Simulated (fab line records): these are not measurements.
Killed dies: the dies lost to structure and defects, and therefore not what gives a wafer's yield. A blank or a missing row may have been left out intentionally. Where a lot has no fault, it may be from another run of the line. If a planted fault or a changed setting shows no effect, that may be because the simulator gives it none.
Which tool did it? -- flow sky130 -- Sampling: 13 lots, 39 wafers, 4 of 708 route steps

== WHAT EACH GAUGE READ, for each wafer ==
SKY_VT_ADJUST_LVTN_OVL_MEAS_07.
lot,measured,on,VT_ADJUST_LVTN_OVL (nm)
L270,day 6 16:35,overlay-02,-1.3 0.4 -2.2
L271,day 7 04:41,overlay-01,-0.8 -1.3 -1.9
L273,day 8 06:35,overlay-01,-3.2 -2.9 -3.2
L272,day 8 06:24,overlay-02,1.6 -1.6 -1.6
L274,day 8 21:27,overlay-02,-0.2 -0.9 -0.9
L276,day 9 00:53,overlay-02,-0.6 -0.2 1.0
L277,day 9 01:29,overlay-01,-1.5 -1.2 -2.2
L278,day 9 05:02,overlay-02,1.6 -1.3 -0.3
L279,day 9 06:50,overlay-02,-2.0 -2.4 -1.9
L288,day 12 12:38,overlay-01,-3.5 -4.0 -2.6
L289,day 12 19:48,overlay-02,-2.1 1.0 -0.4
L290,day 12 21:32,overlay-01,-0.6 0.3 -2.1
L292,day 12 23:57,overlay-02,-0.6 -0.3 -2.3

SKY_VT_ADJUST_HVTR_TW_MEAS_11.
lot,measured,on,VT_ADJUST_HVTR_TW
L270,day 9 05:17,film metro-02,211.0 209.4 209.3
L271,day 9 19:07,film metro-02,210.3 210.3 209.8
L273,day 11 00:48,film metro-02,210.3 210.9 210.4
L272,day 10 22:39,film metro-04,214.3 214.1 213.5
L274,day 11 17:22,film metro-03,211.4 213.1 211.8
L276,day 11 20:51,film metro-04,214.0 212.8 213.4
L277,day 11 21:40,film metro-03,212.9 212.2 212.6
L278,day 12 02:10,film metro-03,213.9 213.2 213.8
L279,day 12 04:02,film metro-04,213.3 213.4 215.5
L288,day 15 19:31,film metro-03,212.0 213.4 213.4
L289,day 16 03:08,film metro-03,214.1 213.3 213.0
L290,day 16 05:41,film metro-04,212.7 213.7 212.9
L292,day 16 08:03,film metro-03,213.5 214.0 212.5

== EACH LOT AND THE TOOL THAT RAN IT (in order: tool; ch and the chambers of the sampled wafers; start) ==
lot,SKY_FIELD_ISO_CMP_27,SKY_DNWELL_DEHYDRATE_00
L270,"cmp-02 ch 1,2, day 2 10:10","litho track-02 ch 0, day 2 19:05"
L271,"cmp-02 ch 0,1,3, day 2 15:46","litho track-01 ch 0, day 3 05:56"
L273,"cmp-02 ch 0,3, day 3 07:46","litho track-04 ch 0, day 4 00:29"
L272,"cmp-01 ch 1,2, day 3 07:49","litho track-01 ch 0, day 4 00:16"
L274,"cmp-02 ch 1,2, day 3 21:45","litho track-04 ch 0, day 4 10:14"
L276,"cmp-02 ch 1,3, day 4 03:35","litho track-01 ch 0, day 4 13:38"
L277,"cmp-01 ch 1,2,3, day 4 03:35","litho track-04 ch 0, day 4 13:50"
L278,"cmp-01 ch 0,2, day 4 08:39","litho track-04 ch 0, day 4 19:28"
L279,"cmp-02 ch 0,1,2, day 4 08:42","litho track-01 ch 0, day 4 19:35"
L288,"cmp-02 ch 0,1, day 6 14:13","litho track-04 ch 0, day 7 08:32"
L289,"cmp-02 ch 0,1,3, day 7 01:28","litho track-04 ch 0, day 7 14:40"
L290,"cmp-01 ch 0,2,3, day 7 04:31","litho track-02 ch 0, day 7 16:29"
L292,"cmp-02 ch 1,3, day 7 08:25","litho track-02 ch 0, day 7 19:44"
- SKY_FIELD_ISO_CMP_27: polishes, stops on Si3N4, t overpolish 16 s, target thk 457.8 nm.
- SKY_DNWELL_DEHYDRATE_00: time 60 s.

== AS READ BY THE TOOLS THEMSELVES (means over the sampled wafers that have a number; for cases with no such wafer, the mark the record gives instead) ==
SKY_FIELD_ISO_CMP_27.
lot,tool,motor current A (A),overpolish run s (s),slurry filter dp kPa (kPa),time to endpoint s (s)
L270,cmp-02,11.2,15.989,13.46,115
L271,cmp-02,12.1,15.997,13.52,113
L273,cmp-02,12.9,15.990,13.55,109
L272,cmp-01,13.3,15.999,13.55,108
L274,cmp-02,11.8,16.006,13.58,114
L276,cmp-02,10.8,16.000,13.61,115
L277,cmp-01,12.7,16.017,13.47,111
L278,cmp-01,12.6,16.013,13.55,111
L279,cmp-02,12.2,16.003,13.41,114
L288,cmp-02,12.1,16.003,13.44,112
L289,cmp-02,12.2,16.004,13.58,110
L290,cmp-01,12.4,16.014,13.55,108
L292,cmp-02,11.0,15.997,13.61,105

SKY_DNWELL_DEHYDRATE_00.
lot,tool,heater power total W (W),run length s (s)
L270,litho track-02,160.38,89.30
L271,litho track-01,160.37,89.32
L273,litho track-04,160.37,89.07
L272,litho track-01,160.35,89.02
L274,litho track-04,160.30,88.93
L276,litho track-01,160.29,89.29
L277,litho track-04,160.47,89.01
L278,litho track-04,160.33,88.97
L279,litho track-01,160.45,89.06
L288,litho track-04,175.06,74.87
L289,litho track-04,174.93,74.92
L290,litho track-02,160.35,89.19
L292,litho track-02,160.38,89.09

== THE ANSWER, worked out from the rows above alone ==
Rule: the usual values come from the lots themselves. The widest of any qualifying gaps counts: lots, ordered by their means at a reading, are off when they make up no more than a third of the lots, leave a main group of 4 or more, and stand apart from it by 3 or more times the standard deviation of that group's means. Not used: any main group whose means are identical at the precision the tables above print for the reading. A lot without any number at a reading at which 4 lots or more have one is off too. All remaining lots with rows at the step are treated as sound. After the gauges, taken in route order, come the tools' own readings; for these a lot's mean is taken, as printed above. At the first step where some lot is off, the reading lying furthest off is the one used; lots without a number count as furthest.
Off at SKY_DNWELL_DEHYDRATE_00 (heater power total W): L288, L289. The main group has a mean of 160.37 W with a standard deviation of 0.052.
A tool fits if, at that step or a process step before it, it ran every lot that is off, and no sound lot after the first of them. One fits: litho track-04 at SKY_DNWELL_DEHYDRATE_00. Its last sound lot is L278 (day 4 19:28), its first lot that is off L288 (day 7 08:32): a fault that began between those two fits.
The tool's own readings at SKY_DNWELL_DEHYDRATE_00 bear it out: on the lots that are off they differ by more than 5 times the standard deviation of the sound lots' means. heater power total W reads 175.00 W there against 160.37 W on the sound lots; run length s reads 74.90 s there against 89.11 s on the sound lots.

== WHAT THE SIMULATOR HAD INSERTED ==
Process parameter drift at SKY_DNWELL_DEHYDRATE_00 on litho track-04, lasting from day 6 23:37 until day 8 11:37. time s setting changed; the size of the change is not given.
Lots struck among those shown: L288, L289. The same result came from the rule above.
